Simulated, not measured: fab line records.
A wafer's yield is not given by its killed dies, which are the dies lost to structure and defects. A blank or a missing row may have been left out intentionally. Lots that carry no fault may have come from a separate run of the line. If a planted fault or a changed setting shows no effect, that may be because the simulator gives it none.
A single fault, viewed from 2 desks	flow gf180mcu	what lay behind the numbers comes last; until then each desk has only its own

== TOOL OWNER'S DESK, pvdSputter-04 ==
At GF_MIM_SPUTTER_01 (material TiN, target thk 30 nm, time 25 s) the tool's own readings: per lot run on this tool, the mean of the sampled wafers that have a number. Marked OUT: a lot whose mean sits more than 4 standard deviations from the usual mean, which makes it out of limits; the brackets give that distance.
Columns: A = chamberPressurePa at GF_MIM_SPUTTER_01, usual 0.3999 Pa; B = throttleValvePct at GF_MIM_SPUTTER_01, usual 29.9 %
lot	first seen here	A	B
L866	day 24 18:20	0.4002	30.8
L872	day 26 20:34	0.3993	30.5
L876	day 28 04:58	0.4005	30.6
L877	day 28 12:09	0.3296 (-86) OUT	32.3
L879	day 28 21:02	0.3295 (-86) OUT	33.1
L882	day 29 14:53	0.3297 (-86) OUT	33.1
Finding of this desk: L877, L879, L882 out of limits; the first was L877 at day 28 12:09, on chamberPressurePa at GF_MIM_SPUTTER_01. L866, L872, L876: within limits.

== FROM THE METROLOGY DESK ==
What the gauges read, lot by lot, whatever tool the lot ran on: means of the sampled wafers that have a number. Marked OUT: a lot whose mean sits more than 4 standard deviations from the usual mean, which makes it out of limits; the brackets give that distance.
Columns: A = V4_W_RS at GF_V4_RS_MEAS_24, usual 0.328 ohm/sq
lot	first seen here	A
L866	day 24 17:48	0.330
L868	day 25 06:06	0.325
L870	day 26 04:28	0.335
L872	day 26 19:59	0.322
L876	day 28 03:43	0.328
L877	day 28 10:52	0.326
L878	day 28 17:01	0.334
L879	day 28 20:23	0.325
L880	day 29 09:52	0.326
L882	day 29 14:19	0.329
L883	day 29 22:16	0.329
L885	day 30 02:29	0.332
L888	day 30 23:56	0.326
This desk's finding: nothing out of limits on any of the 13 lots.

== BROUGHT TOGETHER ==
On L877, L879, L882, at day 28 12:09, an alarm was possible from the tool owner's desk.
The metrology desk saw nothing out of limits.
The metrology desk has L877, L879, L882 on record, within its limits.
All the named lots went through GF_MIM_SPUTTER_01 on pvdSputter-04.

== WHAT THE SIMULATOR HAD INSERTED ==
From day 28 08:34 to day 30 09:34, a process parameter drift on pvdSputter-04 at GF_MIM_SPUTTER_01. Setting chamberPressurePa shifted by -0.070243 from 0.4. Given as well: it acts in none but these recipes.
Struck lots among those shown: L877, L879, L882.
Time in hours from fault onset to the first out-of-limits reading at each desk: the tool owner's desk, 4.
